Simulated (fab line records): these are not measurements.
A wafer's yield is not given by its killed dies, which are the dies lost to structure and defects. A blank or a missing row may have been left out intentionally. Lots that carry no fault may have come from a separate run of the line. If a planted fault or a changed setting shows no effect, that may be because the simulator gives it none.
fab line records	flow sky130
record: lots: 13	wafers: 39	last_day: 48
route steps=708 shown METAL2@483
lots that met no fault: taken from a fault-free run of the same line
start_h: the number of hours between the record's first day and the start of the first shown wafer of the lot	wait_h: hours elapsed since this lot's preceding step	" repeats the value in the row above	L1.1+2: a single row standing in for several wafers	- either no value or no given start	* or withheld: withheld	< > ~ a bound
route shown NAME@n: NAME is a module with steps in the file, n the number in the route of the first one	usual: the fault-free wafers' mean and standard deviation	same: alike in all rows	chamber/n: place in a boat	sites: per-site readings	_std_site: standard deviation of those values	_edge_site: the outer-site mean with the inner-site mean subtracted	radius_mm: how far each site lies from the wafer's centre	mask NAME#n: copy n	behind: the tool/chamber that last shaped the wafer	hold: reason for holding the lot/hours on hold/outcome of the hold	device: names the non-switching transistor (n, p or np)	end of line: the tests these same wafers got at the end of their route	a step without rows: its recipe alone	killed: dies that structure and defects cost at the first sort, which is not the same as the wafer's yield	map: shows each die of a wafer: x if killed, . if not, _ if none is there
set.NAME: the setting as run; set.NAME@STEP: as run at that earlier step	model.NAME: the simulator's own value behind a step, which no gauge read
route steps across a sampled set of lots; one table per step, one row per wafer
services: from which hour (start_h, from the record's first day; less than 0 if before it) a tool's chamber was out of use, for how many hours, and why
== steps ==
step: SKY_METAL2_SPUTTER_00
recipe: material: Ti	target_thk_nm: 15	power_w: 3000	time_s: 10	chamber_pressure_pa: 0.4
usual: throttle_valve_pct: 30.1/0.95
same: time_s: 10
lot.wafer	tool	chamber	start_h	wait_h	throttle_valve_pct
L617.1	pvd_sputter-01	-	809.84	0.1	30.1
L617.4	"	-	"	"	28.5
L617.5	"	-	"	"	30.0
L618.2	pvd_sputter-01	-	813.64	0.1	30.1
L618.3	"	-	"	"	30.2
L618.6	"	-	"	"	30.2
L619.1	pvd_sputter-02	-	817.65	0.1	30.4
L619.2	"	-	"	"	31.6
L619.3	"	-	"	"	28.4
L620.1	pvd_sputter-01	-	822.41	0.2	30.0
L620.3	"	-	"	"	30.1
L620.4	"	-	"	"	28.4
L621.2	pvd_sputter-02	-	835.09	0.1	28.4
L621.3	"	-	"	"	30.3
L621.5	"	-	"	"	30.4
L622.2	pvd_sputter-04	-	836.09	0.1	31.4
L622.3	"	-	"	"	30.3
L622.6	"	-	"	"	30.2
L623.1	pvd_sputter-02	-	845.94	0.1	30.0
L623.2	"	-	"	"	31.6
L623.4	"	-	"	"	30.3
L624.3	pvd_sputter-01	-	856.90	0.2	28.6
L624.4	"	-	"	"	30.0
L624.6	"	-	"	"	28.4
L625.2	pvd_sputter-02	-	859.94	0.1	30.1
L625.4	"	-	"	"	28.4
L625.6	"	-	"	"	28.4
L626.1	pvd_sputter-04	-	881.64	0.1	30.9
L626.4	"	-	"	"	29.6
L626.6	"	-	"	"	31.1
L627.1	pvd_sputter-04	-	882.90	0.2	29.9
L627.2	"	-	"	"	31.1
L627.4	"	-	"	"	29.7
L632.1	pvd_sputter-04	-	912.97	0.2	29.6
L632.4	"	-	"	"	30.1
L632.6	"	-	"	"	29.9
L635.1	pvd_sputter-04	-	931.88	0.2	30.3
L635.2	"	-	"	"	29.4
L635.6	"	-	"	"	30.9
step: SKY_METAL2_SPUTTER_02
recipe: material: AlCu	target_thk_nm: 250	power_w: 10600	time_s: 13.3	chamber_pressure_pa: 0.4
usual: throttle_valve_pct: 30.1/0.91
lot.wafer	tool	chamber	start_h	wait_h	throttle_valve_pct
L617.1	pvd_sputter-01	-	809.89	0.0	30.1
L617.4	"	-	"	"	28.4
L617.5	"	-	"	"	29.8
L618.2	pvd_sputter-01	-	813.69	0.0	30.0
L618.3	"	-	"	"	30.5
L618.6	"	-	"	"	29.9
L619.1	pvd_sputter-02	-	817.70	0.0	30.0
L619.2	"	-	"	"	31.5
L619.3	"	-	"	"	28.4
L620.1	pvd_sputter-01	-	822.46	0.0	30.2
L620.3	"	-	"	"	30.2
L620.4	"	-	"	"	28.6
L621.2	pvd_sputter-02	-	835.14	0.0	28.1
L621.3	"	-	"	"	30.0
L621.5	"	-	"	"	30.7
L622.2	pvd_sputter-04	-	836.14	0.0	31.3
L622.3	"	-	"	"	30.3
L622.6	"	-	"	"	30.0
L623.1	pvd_sputter-02	-	845.99	0.0	30.1
L623.2	"	-	"	"	31.5
L623.4	"	-	"	"	30.5
L624.3	pvd_sputter-01	-	856.95	0.0	28.3
L624.4	"	-	"	"	30.1
L624.6	"	-	"	"	28.6
L625.2	pvd_sputter-02	-	859.99	0.0	30.2
L625.4	"	-	"	"	28.3
L625.6	"	-	"	"	28.6
L626.1	pvd_sputter-04	-	881.69	0.0	31.2
L626.4	"	-	"	"	29.5
L626.6	"	-	"	"	31.0
L627.1	pvd_sputter-04	-	882.94	0.0	30.1
L627.2	"	-	"	"	31.0
L627.4	"	-	"	"	29.5
L632.1	pvd_sputter-04	-	913.01	0.0	29.6
L632.4	"	-	"	"	30.0
L632.6	"	-	"	"	29.5
L635.1	pvd_sputter-04	-	931.93	0.0	30.2
L635.2	"	-	"	"	29.7
L635.6	"	-	"	"	30.8
step: SKY_METAL2_SPUTTER_03
recipe: material: Ti	target_thk_nm: 5	power_w: 3000	time_s: 3.3	chamber_pressure_pa: 0.4
usual: throttle_valve_pct: 30.1/0.93
same: time_s: 3.3
lot.wafer	tool	chamber	start_h	wait_h	throttle_valve_pct
L617.1	pvd_sputter-01	-	809.92	0.0	30.3
L617.4	"	-	"	"	28.6
L617.5	"	-	"	"	29.9
L618.2	pvd_sputter-01	-	813.72	0.0	29.8
L618.3	"	-	"	"	30.3
L618.6	"	-	"	"	30.0
L619.1	pvd_sputter-02	-	817.73	0.0	30.0
L619.2	"	-	"	"	31.5
L619.3	"	-	"	"	28.5
L620.1	pvd_sputter-01	-	822.48	0.0	30.1
L620.3	"	-	"	"	30.0
L620.4	"	-	"	"	28.4
L621.2	pvd_sputter-02	-	835.16	0.0	28.7
L621.3	"	-	"	"	30.3
L621.5	"	-	"	"	30.6
L622.2	pvd_sputter-04	-	836.16	0.0	31.4
L622.3	"	-	"	"	30.0
L622.6	"	-	"	"	30.3
L623.1	pvd_sputter-02	-	846.02	0.0	30.1
L623.2	"	-	"	"	31.3
L623.4	"	-	"	"	30.3
L624.3	pvd_sputter-01	-	856.97	0.0	28.2
L624.4	"	-	"	"	30.1
L624.6	"	-	"	"	28.4
L625.2	pvd_sputter-02	-	860.02	0.0	30.4
L625.4	"	-	"	"	28.3
L625.6	"	-	"	"	28.2
L626.1	pvd_sputter-04	-	881.72	0.0	31.0
L626.4	"	-	"	"	29.6
L626.6	"	-	"	"	31.3
L627.1	pvd_sputter-04	-	882.97	0.0	30.2
L627.2	"	-	"	"	30.9
L627.4	"	-	"	"	29.7
L632.1	pvd_sputter-04	-	913.04	0.0	29.3
L632.4	"	-	"	"	29.9
L632.6	"	-	"	"	29.6
L635.1	pvd_sputter-04	-	931.96	0.0	30.0
L635.2	"	-	"	"	29.5
L635.6	"	-	"	"	30.7
step: SKY_METAL2_RS_MEAS_05
recipe: thk_meas_gauge: four-point-probe	reads: TiN_of_METAL2_SPUTTER_04+Ti_of_METAL2_SPUTTER_03+AlCu_of_METAL2_SPUTTER_02+TiN_of_METAL2_SPUTTER_01+Ti_of_METAL2_SPUTTER_00
usual: METAL2_ALCU_RS: 0.1262/0.0014
lot.wafer	tool	chamber	start_h	wait_h	hold	METAL2_ALCU_RS[ohm/sq]
L617.1	film_metro-02	-	809.98	0.0	-	0.1273
L617.4	"	-	"	"	-	0.1283
L617.5	"	-	"	"	-	0.1286
L618.2	film_metro-02	-	813.80	0.0	-	0.1295
L618.3	"	-	"	"	-	0.1267
L618.6	"	-	"	"	-	0.1284
L619.1	film_metro-03	-	817.79	0.0	-	0.1268
L619.2	"	-	"	"	-	0.1260
L619.3	"	-	"	"	-	0.1252
L620.1	film_metro-02	-	822.55	0.0	-	0.1280
L620.3	"	-	"	"	-	0.1273
L620.4	"	-	"	"	-	0.1284
L621.2	film_metro-02	-	835.25	0.0	-	0.1268
L621.3	"	-	"	"	-	0.1284
L621.5	"	-	"	"	-	0.1291
L622.2	film_metro-01	-	836.25	0.0	-	0.1238
L622.3	"	-	"	"	-	0.1267
L622.6	"	-	"	"	-	0.1265
L623.1	film_metro-03	-	846.08	0.0	-	0.1265
L623.2	"	-	"	"	-	0.1262
L623.4	"	-	"	"	-	0.1283
L624.3	film_metro-01	-	857.08	0.1	-	0.1272
L624.4	"	-	"	"	-	0.1267
L624.6	"	-	"	"	-	0.1278
L625.2	film_metro-01	-	860.10	0.0	-	0.1263
L625.4	"	-	"	"	-	0.1260
L625.6	"	-	"	"	-	0.1261
L626.1	film_metro-01	-	881.78	0.0	-	0.1244
L626.4	"	-	"	"	-	0.1257
L626.6	"	-	"	"	-	0.1248
L627.1	film_metro-03	-	883.03	0.0	-	0.1262
L627.2	"	-	"	"	-	0.1254
L627.4	"	-	"	"	-	0.1263
L632.1	film_metro-02	-	913.11	0.0	await_dispo/0.2h/release	0.4046
L632.4	"	-	"	"	await_dispo/0.2h/release	0.4114
L632.6	"	-	"	"	await_dispo/0.2h/release	0.4107
L632.1	film_metro-02	-	913.44	0.3	-	0.4050
L632.4	"	-	"	"	-	0.4113
L632.6	"	-	"	"	-	0.4109
L635.1	film_metro-01	-	932.02	0.0	await_dispo/0.2h/release	0.4156
L635.2	"	-	"	"	await_dispo/0.2h/release	0.4095
L635.6	"	-	"	"	await_dispo/0.2h/release	0.4061
L635.1	film_metro-01	-	932.31	0.3	-	0.4148
L635.2	"	-	"	"	-	0.4091
L635.6	"	-	"	"	-	0.4057
step: SKY_METAL2_STRIP_20
recipe: chemistry: O2/N2	power_w: 1400	pressure_mtorr: 1500	platen_temp_c: withheld	o2_flow_sccm: 3000	n2_flow_sccm: 300	overash_fraction: 0.5
usual: drypump_motor_current_A: 6.2/0.36	oes_product_au: 0.343/0.0047	strip_time_to_endpoint_s: 2.69/0.045
lot.wafer	tool	chamber	start_h	wait_h	drypump_motor_current_A	oes_product_au	rf_hours_counter_h	strip_time_to_endpoint_s
L617.1	plasma_asher-04	1	837.09	0.1	5.8	0.347	10	2.73
L617.4	"	1	"	"	5.8	0.343	-	2.66
L617.5	"	1	"	"	5.8	0.348	-	2.66
L618.2	plasma_asher-03	1	840.91	0.1	6.2	0.347	42	2.75
L618.3	"	1	"	"	6.2	0.345	-	2.73
L618.6	"	1	"	"	6.2	0.333	-	2.64
L619.1	plasma_asher-01	1	844.38	0.1	5.8	0.335	72	2.70
L619.2	"	0	"	"	6.6	0.340	72	2.65
L619.3	"	0	"	"	6.6	0.347	-	2.71
L620.1	plasma_asher-04	1	848.58	0.1	5.8	0.348	10	2.74
L620.3	"	1	"	"	5.8	0.346	-	2.76
L620.4	"	0	"	"	6.6	0.341	-	2.71
L621.2	plasma_asher-03	1	861.21	0.1	6.2	0.345	44	2.72
L621.3	"	0	"	"	5.9	0.352	-	2.71
L621.5	"	1	"	"	6.2	0.335	-	2.72
L622.2	plasma_asher-01	1	863.04	0.1	5.8	0.347	74	2.74
L622.3	"	1	"	"	5.8	0.340	-	2.70
L622.6	"	0	"	"	6.6	0.348	-	2.70
L623.1	plasma_asher-01	1	873.04	0.1	5.8	0.341	75	2.68
L623.2	"	0	"	"	6.6	0.351	75	2.72
L623.4	"	1	"	"	5.8	0.335	-	2.66
L624.3	plasma_asher-01	1	883.40	0.1	5.8	0.342	-	2.72
L624.4	"	0	"	"	6.7	0.347	-	2.66
L624.6	"	0	"	"	6.7	0.344	-	2.72
L625.2	plasma_asher-04	0	886.69	0.1	6.6	0.347	14	2.71
L625.4	"	1	"	"	5.8	0.348	-	2.68
L625.6	"	0	"	"	6.6	0.351	-	2.71
L626.1	plasma_asher-01	0	907.61	0.1	6.6	0.346	79	2.69
L626.4	"	1	"	"	5.8	0.345	-	2.68
L626.6	"	1	"	"	5.8	0.341	-	2.65
L627.1	plasma_asher-01	1	909.09	0.1	5.8	0.333	79	2.60
L627.2	"	0	"	"	6.6	0.346	79	2.75
L627.4	"	0	"	"	6.6	0.347	-	2.73
== services ==
tool	chamber	start_h	hours	kind
pvd_sputter-02	-	794.62	0.8	repair
pvd_sputter-01	-	797.49	3.7	repair
plasma_asher-04	-	831.18	0.7	repair
plasma_asher-04	-	843.39	2.7	repair
pvd_sputter-01	-	850.02	2.4	repair
pvd_sputter-02	0	875.04	-	consumable_replace:kit
pvd_sputter-02	0	875.04	18.0	scheduled_down
pvd_sputter-02	0	875.04	18.0	vent_cycle
== key ==
first_sign: step: SKY_METAL2_RS_MEAS_05	reading: visit	direction: added
effect: step: SKY_METAL2_RS_MEAS_05	reading: METAL2_ALCU_RS	direction: up	sigmas: 99+	usual: 0.1262	struck: 0.4096
met_at SKY_METAL2_SPUTTER_02
struck_lots L632,L635
scrapped_behind SKY_METAL2_RS_MEAS_05 L632.1,L632.4,L632.6,L635.1,L635.2,L635.6
not_acting_at SKY_METAL2_SPUTTER_00,SKY_METAL2_SPUTTER_03,SKY_METAL2_STRIP_20
onset_between 882.94 913.01
also_fits time
fault: kind: process_parameter_drift	tool: pvd_sputter-04	chamber: -	onset_h: 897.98	steps: SKY_METAL2_SPUTTER_02	channel: target_thk_nm	offset: -170.84	shape: step	end_h: 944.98	acts_in: these_recipes_only	stated: 250
